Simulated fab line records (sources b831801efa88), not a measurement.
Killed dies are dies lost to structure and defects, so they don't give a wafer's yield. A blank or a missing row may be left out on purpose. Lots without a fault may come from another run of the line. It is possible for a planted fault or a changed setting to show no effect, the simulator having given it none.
fab line records | flow sky130
record lots=14 wafers=40 last-day=50
route steps=708 shown VT_ADJUST_HVTP@92 VT_ADJUST_NCORE@127 VT_ADJUST_HVTR@140 VT_ADJUST_PCH@150 PAD_OPEN@708
lots that met no fault: taken from a fault-free run of the same line
start-h: hours from the record's opening day to when the first of the lot's shown wafers began | wait-h: how many hours have passed since the lot's step before this one | " unchanged from the row above | L1.1+2: one row covering several wafers at once | - no value, or no start was given | * or withheld: withheld | < > ~ a bound
route shown NAME@n: names a module that has steps shown in the file, with the first one's number in the route | usual: the fault-free wafers' mean and standard deviation | same: alike in all rows | chamber/n: place in a boat | sites: each site's reading | _std_site: the standard deviation of these | _edge_site: mean of outer sites minus mean of inner sites | radius-mm: how far each site lies from the wafer's centre | mask NAME#n: copy n | behind: the tool/chamber that last shaped the wafer | hold: why the lot was held/for how many hours/how that ended | device: the n, p or np transistor that did not switch | end of line: at the end of the route, the tests of the same wafers | step lacking rows: just its recipe | killed: at the first sort, the dies lost to defects and structure; wafer yield is something else | map: dies across one wafer; x = killed, . = not, _ = none there
set.NAME: the setting the step ran with; set.NAME@STEP: the setting that earlier step ran with | model.NAME: the simulator's own value behind a step, which no gauge read
one table for each step of the route and one row for each wafer, over a sample of lots
services: the hour from which a tool's chamber was out of use, counted from the record's first day as start-h (under 0 if before that day), plus the number of hours and why
## steps
# step SKY_VT_ADJUST_HVTP_CD_MEAS_07
# recipe target-cd-nm=380
# usual cd-nm=380.0/2.8
# columns lot.wafer tool chamber start-h wait-h cd-nm
L640.1 cd-sem-01 - 130.37 0.1 380.9
L640.4 " - " " 382.1
L640.6 " - " " 384.9
L641.1 cd-sem-02 - 136.82 0.1 382.0
L641.3 " - " " 383.8
L641.5 " - " " 383.6
L643.1 cd-sem-02 - 144.89 0.1 374.9
L643.5 " - " " 379.3
L643.6 " - " " 379.6
L648.2 cd-sem-02 - 173.34 0.1 378.6
L648.4 " - " " 379.5
L648.6 " - " " 378.5
L651.1 cd-sem-01 - 192.32 0.1 380.2
L651.6 " - " " 378.6
L653.2 cd-sem-02 - 202.84 0.1 377.4
L653.6 " - " " 380.8
L654.1 cd-sem-02 - 210.44 0.1 373.2
L654.2 " - " " 372.2
L654.3 " - " " 374.3
L655.4 cd-sem-01 - 220.10 0.1 382.6
L655.5 " - " " 380.7
L655.6 " - " " 380.7
L656.3 cd-sem-02 - 222.11 0.1 374.7
L656.5 " - " " 375.5
L656.6 " - " " 375.7
L657.1 cd-sem-01 - 225.24 0.1 376.1
L657.2 " - " " 379.0
L657.3 " - " " 378.1
L658.1 cd-sem-02 - 230.69 0.1 383.7
L658.2 " - " " 383.2
L658.6 " - " " 382.4
L660.1 cd-sem-01 - 244.97 0.1 380.1
L660.2 " - " " 381.2
L660.5 " - " " 381.0
L662.3 cd-sem-01 - 260.06 0.1 379.7
L662.4 " - " " 380.5
L662.6 " - " " 378.5
L663.1 cd-sem-02 - 268.22 0.1 378.4
L663.3 " - " " 381.1
L663.5 " - " " 379.0
# step SKY_VT_ADJUST_NCORE_OVL_MEAS_08
# usual VT_ADJUST_NCORE_OVL=0.6/1.3
# columns lot.wafer tool chamber start-h wait-h VT_ADJUST_NCORE_OVL[nm]
L640.1 overlay-01 - 191.34 0.1 2.8
L640.4 " - " " 1.0
L640.6 " - " " 0.0
L641.1 overlay-02 - 198.34 0.1 -0.2
L641.3 " - " " 3.0
L641.5 " - " " 0.9
L643.1 overlay-01 - 205.36 0.1 0.2
L643.5 " - " " -0.5
L643.6 " - " " 0.6
L648.2 overlay-01 - 237.10 0.1 1.7
L648.4 " - " " 1.8
L648.6 " - " " 2.3
L651.1 overlay-01 - 257.66 0.1 -2.3
L651.6 " - " " -0.3
L653.2 overlay-01 - 270.20 0.1 0.4
L653.6 " - " " -0.7
L654.1 overlay-02 - 280.81 0.1 0.7
L654.2 " - " " 1.1
L654.3 " - " " 0.2
L655.4 overlay-02 - 292.01 0.1 0.7
L655.5 " - " " -0.6
L655.6 " - " " 1.4
L656.3 overlay-02 - 293.87 0.1 1.7
L656.5 " - " " 0.3
L656.6 " - " " 0.9
L657.1 overlay-01 - 297.24 0.1 1.5
L657.2 " - " " -1.9
L657.3 " - " " -0.5
L658.1 overlay-02 - 303.96 0.1 -0.7
L658.2 " - " " -0.4
L658.6 " - " " -0.9
L660.1 overlay-02 - 319.19 0.1 0.8
L660.2 " - " " 0.9
L660.5 " - " " 0.4
L662.3 overlay-02 - 336.25 0.1 -0.9
L662.4 " - " " -0.8
L662.6 " - " " -0.2
L663.1 overlay-01 - 345.64 0.1 -0.1
L663.3 " - " " 0.6
L663.5 " - " " 0.7
# step SKY_VT_ADJUST_HVTR_IMPLANT_09
# recipe species=B energy-kev=10 dose-cm2=2.1e+12 tilt-deg=withheld
# usual beam-on-s=9.99/0.21 end-station-pressure-torr=5e-06/2.7e-07 faraday-current-uA=11.86/0.24
# columns lot.wafer tool chamber start-h wait-h beam-on-s end-station-pressure-torr faraday-current-uA
L640.1 implanter-02 0 211.98 0.0 9.66 4.92e-06 12.28
L640.4 " 0 " " 9.91 4.78e-06 11.93
L640.6 " 0 " " 9.96 5.22e-06 11.88
L641.1 implanter-01 0 218.80 0.0 10.26 5.29e-06 11.55
L641.3 " 0 " " 9.93 5.31e-06 11.96
L641.5 " 0 " " 10.14 4.67e-06 11.71
L643.1 implanter-01 0 226.63 0.0 9.84 5.37e-06 12.01
L643.5 " 0 " " 10.09 4.83e-06 11.73
L643.6 " 0 " " 10.21 4.99e-06 11.64
L648.2 implanter-01 0 260.82 0.0 7.55 4.85e-06 15.79
L648.4 " 0 " " 10.22 5.05e-06 11.59
L648.6 " 0 " " 10.05 4.62e-06 11.73
L651.1 implanter-01 0 282.15 0.0 7.43 5.15e-06 15.90
L651.6 " 0 " " 10.21 5.07e-06 11.56
L653.2 implanter-01 0 295.40 0.0 7.84 4.98e-06 15.17
L653.6 " 0 " " 9.91 4.85e-06 11.95
L654.1 implanter-02 0 305.45 0.0 10.32 4.56e-06 11.49
L654.2 " 0 " " 9.91 4.37e-06 11.99
L654.3 " 0 " " 9.89 5.06e-06 12.01
L655.4 implanter-04 0 317.85 0.1 9.96 4.56e-06 11.91
L655.5 " 0 " " 9.87 5.25e-06 11.99
L655.6 " 0 " " 10.14 4.68e-06 11.66
L656.3 implanter-02 0 319.88 0.1 9.75 4.86e-06 12.15
L656.5 " 0 " " 9.88 4.85e-06 12.00
L656.6 " 0 " " 10.16 4.95e-06 11.70
L657.1 implanter-02 0 323.55 0.0 9.75 5.3e-06 12.13
L657.2 " 0 " " 9.85 5.25e-06 12.00
L657.3 " 0 " " 9.74 5.54e-06 12.14
L658.1 implanter-02 0 329.70 0.0 10.22 4.8e-06 11.56
L658.2 " 0 " " 10.35 4.5e-06 11.49
L658.6 " 0 " " 10.54 5.01e-06 11.25
L660.1 implanter-04 0 346.20 0.0 9.56 5.08e-06 12.32
L660.2 " 0 " " 9.80 5.12e-06 12.07
L660.5 " 0 " " 9.77 4.96e-06 12.05
L662.3 implanter-01 0 363.75 0.1 9.95 5.35e-06 11.81
L662.4 " 0 " " 10.01 4.74e-06 11.83
L662.6 " 0 " " 10.03 4.9e-06 11.86
L663.1 implanter-04 0 374.55 0.0 9.91 5.16e-06 11.94
L663.3 " 0 " " 9.75 4.92e-06 12.18
L663.5 " 0 " " 9.99 5.04e-06 11.87
# step SKY_VT_ADJUST_HVTR_TW_MEAS_11
# usual VT_ADJUST_HVTR_TW=211.0/1.6
# columns lot.wafer tool chamber start-h wait-h VT_ADJUST_HVTR_TW
L640.1 film-metro-04 - 212.23 0.1 208.0
L640.4 " - " " 209.1
L640.6 " - " " 210.5
L641.1 film-metro-02 - 219.05 0.1 211.4
L641.3 " - " " 212.2
L641.5 " - " " 212.0
L643.1 film-metro-02 - 226.88 0.1 211.9
L643.5 " - " " 212.0
L643.6 " - " " 211.5
L648.2 film-metro-02 - 261.06 0.1 198.1
L648.4 " - " " 214.6
L648.6 " - " " 214.4
L651.1 film-metro-03 - 282.40 0.1 197.5
L651.6 " - " " 212.0
L653.2 film-metro-03 - 295.64 0.1 198.7
L653.6 " - " " 213.6
L654.1 film-metro-04 - 305.70 0.1 209.9
L654.2 " - " " 210.2
L654.3 " - " " 210.8
L655.4 film-metro-04 - 318.06 0.1 209.2
L655.5 " - " " 208.7
L655.6 " - " " 211.1
L656.3 film-metro-04 - 320.10 0.1 209.3
L656.5 " - " " 209.9
L656.6 " - " " 210.2
L657.1 film-metro-03 - 323.79 0.1 211.8
L657.2 " - " " 211.3
L657.3 " - " " 211.8
L658.1 film-metro-04 - 329.95 0.1 211.1
L658.2 " - " " 209.8
L658.6 " - " " 210.4
L660.1 film-metro-04 - 346.45 0.1 210.1
L660.2 " - " " 208.4
L660.5 " - " " 209.5
L662.3 film-metro-02 - 363.97 0.1 212.6
L662.4 " - " " 212.2
L662.6 " - " " 211.2
L663.1 film-metro-02 - 374.80 0.1 211.0
L663.3 " - " " 212.2
L663.5 " - " " 211.3
# step SKY_VT_ADJUST_PCH_OVL_MEAS_07
# usual VT_ADJUST_PCH_OVL=-1.0/1.3
# columns lot.wafer tool chamber start-h wait-h VT_ADJUST_PCH_OVL[nm]
L640.1 overlay-01 - 233.79 - -1.4
L640.4 " - " " -0.7
L640.6 " - " " -1.2
L641.1 overlay-02 - 240.82 - -0.4
L641.3 " - " " -2.0
L641.5 " - " " -1.5
L643.1 overlay-02 - 248.82 - -1.9
L643.5 " - " " -0.6
L643.6 " - " " 0.2
L648.2 overlay-02 - 284.45 - -2.2
L648.4 " - " " -1.1
L648.6 " - " " -0.2
L651.1 overlay-02 - 306.97 - -0.4
L651.6 " - " " -1.5
L653.2 overlay-02 - 321.53 - 0.2
L653.6 " - " " 0.2
L654.1 overlay-01 - 331.87 - 0.6
L654.2 " - " " 0.9
L654.3 " - " " -1.7
L655.4 overlay-01 - 344.86 - -1.9
L655.5 " - " " 1.0
L655.6 " - " " 0.7
L656.3 overlay-02 - 346.29 - 0.3
L656.5 " - " " 0.0
L656.6 " - " " -1.6
L657.1 overlay-01 - 350.37 - 0.7
L657.2 " - " " -0.7
L657.3 " - " " -1.2
L658.1 overlay-02 - 357.09 - 0.4
L658.2 " - " " 0.7
L658.6 " - " " -1.6
L660.1 overlay-02 - 374.62 - -2.6
L660.2 " - " " -1.7
L660.5 " - " " -3.7
L662.3 overlay-01 - 392.63 - 0.9
L662.4 " - " " -1.5
L662.6 " - " " -1.5
L663.1 overlay-02 - 404.09 - -1.4
L663.3 " - " " 0.7
L663.5 " - " " -1.8
# step SKY_PAD_OPEN_PROBE_99
# usual killed_at_M0_to_M3=44/7 killed_at_M4_up=3.1/1.8 killed-at-contacts=25/5.1 killed-at-front-end=15/4.3 killed-at-other=0.3/0.61 killed-dies=87/9.8 killed-open=48/7 killed-short=38/6.3
# same gross-dies=492 killed-at-back-side=0
# columns lot.wafer tool chamber start-h wait-h killed_at_M0_to_M3 killed_at_M4_up killed-at-contacts killed-at-front-end killed-at-other killed-dies killed-open killed-short
L648.2 prober-02 - 1127.79 0.1 36 4 23 23 0 86 46 40
L648.4 prober-02 - 1127.89 0.2 51 5 23 18 1 98 61 37
L648.6 prober-02 - 1127.99 0.2 34 4 28 22 0 88 45 43
L656.6 prober-02 - 1168.69 0.2 47 8 29 18 3 105 52 53
L657.1 prober-01 - 1170.74 0.1 36 1 31 17 0 85 41 43
L657.2 prober-01 - 1170.79 0.1 44 6 25 22 1 98 54 44
L657.3 prober-01 - 1170.84 0.2 48 2 25 19 0 94 54 39
L658.1 prober-02 - 1172.19 0.1 40 1 20 17 0 78 51 27
L658.2 prober-02 - 1172.24 0.1 51 2 39 13 0 105 62 43
L658.6 prober-02 - 1172.44 0.2 30 4 19 10 0 63 37 26
# killed by level:class
L648.2 VIA1:geometric-particle:open=11 CONTACT:geometric-particle:open=9 FIELD_ISO:geometric-particle:short=6 FIELD_ISO:geometric-particle:open=5 LI_CONTACT:geometric-particle:open=5 METAL1:geometric-particle:short=5 METAL2:geometric-particle:short=5 CONTACT:geometric-particle:short=4
L648.4 VIA1:geometric-particle:open=16 CONTACT:geometric-particle:open=12 VIA2:geometric-particle:open=7 VIA3:geometric-particle:open=6 FIELD_ISO:geometric-particle:open=5 LI_CONTACT:geometric-particle:open=5 METAL1:geometric-particle:short=5 VIA1:geometric-particle:short=4
L648.6 CONTACT:geometric-particle:open=9 VIA1:geometric-particle:open=9 LOCAL_INTERCONNECT:geometric-particle:short=6 FIELD_ISO:geometric-particle:short=5 POLY_GATE:geometric-particle:short=5 VIA2:geometric-particle:open=5 FIELD_ISO:geometric-particle:open=4 LI_CONTACT:geometric-particle:short=4
L656.6 VIA1:geometric-particle:open=13 CONTACT:geometric-particle:open=11 METAL1:geometric-particle:short=8 LI_CONTACT:geometric-particle:short=7 METAL4:geometric-particle:short=7 METAL2:geometric-particle:short=7 FIELD_ISO:geometric-particle:open=6 LI_CONTACT:geometric-particle:open=5
L657.1 CONTACT:geometric-particle:open=13 CONTACT:geometric-particle:short=7 VIA2:geometric-particle:open=6 LI_CONTACT:geometric-particle:open=5 METAL1:geometric-particle:short=5 POLY_GATE:geometric-particle:short=5 VIA1:geometric-particle:open=5 METAL3:geometric-particle:short=5
L657.2 FIELD_ISO:geometric-particle:open=9 VIA2:geometric-particle:open=8 LI_CONTACT:geometric-particle:open=7 VIA3:geometric-particle:open=7 POLY_GATE:geometric-particle:open=6 LOCAL_INTERCONNECT:geometric-particle:short=6 VIA1:geometric-particle:open=6 CONTACT:geometric-particle:open=5
L657.3 VIA1:geometric-particle:open=13 VIA2:geometric-particle:open=10 FIELD_ISO:geometric-particle:short=7 LOCAL_INTERCONNECT:geometric-particle:short=6 CONTACT:geometric-particle:open=6 VIA3:geometric-particle:open=6 LI_CONTACT:geometric-particle:open=5 METAL2:geometric-particle:short=5
L658.1 LI_CONTACT:geometric-particle:open=8 VIA2:geometric-particle:open=8 FIELD_ISO:geometric-particle:open=7 VIA3:geometric-particle:open=7 CONTACT:geometric-particle:open=7 VIA1:geometric-particle:open=6 VIA1:geometric-particle:short=6 CONTACT:geometric-particle:short=4
L658.2 VIA1:geometric-particle:open=14 VIA2:geometric-particle:open=12 CONTACT:geometric-particle:open=11 LI_CONTACT:geometric-particle:open=9 LI_CONTACT:geometric-particle:short=8 METAL2:geometric-particle:short=7 CONTACT:geometric-particle:short=6 POLY_GATE:geometric-particle:open=4
L658.6 VIA1:geometric-particle:open=10 CONTACT:geometric-particle:open=7 LI_CONTACT:geometric-particle:open=6 FIELD_ISO:geometric-particle:short=4 CONTACT:geometric-particle:short=4 VIA1:geometric-particle:short=4 VIA2:geometric-particle:open=4 VIA3:geometric-particle:open=4
## services
# columns tool chamber start-h hours kind
implanter-02 - 191.00 2.5 repair
implanter-02 - 193.45 13.3 pm
implanter-02 - 235.15 3.5 pm
implanter-01 - 282.59 3.3 pm
implanter-02 - 301.54 3.5 repair
## key
first-sign step=SKY_VT_ADJUST_HVTR_IMPLANT_09 reading=faraday-current-uA direction=up sigmas=16 usual=11.86 struck=15.62
effect step=SKY_VT_ADJUST_HVTR_IMPLANT_09 reading=beam-on-s direction=down sigmas=12 usual=9.99 struck=7.61
effect step=SKY_VT_ADJUST_HVTR_TW_MEAS_11 reading=VT_ADJUST_HVTR_TW direction=down sigmas=8.2 usual=211.0 struck=198.1
met-at SKY_VT_ADJUST_HVTR_IMPLANT_09
struck-lots L648,L651,L653
struck-wafers L648.2,L651.1,L653.2
tester-left-out L648,L651,L653
not-acting-at SKY_VT_ADJUST_HVTP_CD_MEAS_07,SKY_VT_ADJUST_NCORE_OVL_MEAS_08,SKY_VT_ADJUST_PCH_OVL_MEAS_07
onset-between 226.63 260.82
fault kind=process-parameter-drift tool=implanter-01 chamber=- onset-h=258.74 steps=SKY_VT_ADJUST_HVTR_IMPLANT_09 channel=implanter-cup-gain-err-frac offset=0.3 shape=step end-h=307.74 scope=struck-wafers-only
# tester-left-out: of these lots the tester's yield and bins aren't shown, on N5 and GAA mostly nor the transistor test; their killed dies are dies lost to structure and defects alone, not to doping, threshold or leakage, so they don't give the yield
